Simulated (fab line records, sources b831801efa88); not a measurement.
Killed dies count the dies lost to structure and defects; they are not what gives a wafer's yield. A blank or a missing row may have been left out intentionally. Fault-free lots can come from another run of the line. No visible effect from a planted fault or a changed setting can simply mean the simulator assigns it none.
Matching of chambers ; flow sky130 ; 3 sister chambers for SKY_CAP2M_CVD_00 on pecvd-02
The step deposits SiO2, target thk 15.5 nm. 3 wafers are shown with their chamber, then 8 later ones without.

== WAFERS WITH THEIR CHAMBER ==
wafer;chamber;heater power w (W)
L087.4;0;854
L089.6;2;739
L091.3;1;697

== WAFERS MISSING THEIR CHAMBER ==
wafer;heater power w (W)
L091.4;774
L091.5;694
L094.3;745
L094.4;664
L094.6;857
L097.1;820
L097.5;620
L097.6;807

== CHAMBER TAKEN BY EACH ==
wafer;from the rows above;in truth
L091.4;can't be placed: 2 or 1 or 0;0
L091.5;can't be placed: 1 or 2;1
L094.3;can't be placed: 2 or 1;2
L094.4;can't be placed: 1 or 2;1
L094.6;0;0
L097.1;can't be placed: 0 or 2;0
L097.5;can't be placed: 1 or 2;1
L097.6;can't be placed: 0 or 2 or 1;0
Correct placement for 1 of the 8. Unplaceable from these rows: 7, with the true chamber sitting among the candidates in 7. Wrongly placed: 0.
How it was worked out, from the rows above alone: a wafer's distance from a chamber is the root of the sum, over the readings, of the square of ((its reading less the chamber's mean) divided by the reading's scatter). If the next closest chamber is less than 2 further off than the closest, the wafer can't be placed; otherwise it belongs to the closest. A chamber's mean is the mean of its shown wafers. The scatter: with one shown wafer a chamber, the root of the mean of the squares of how far each hidden wafer lies from its nearest shown one.
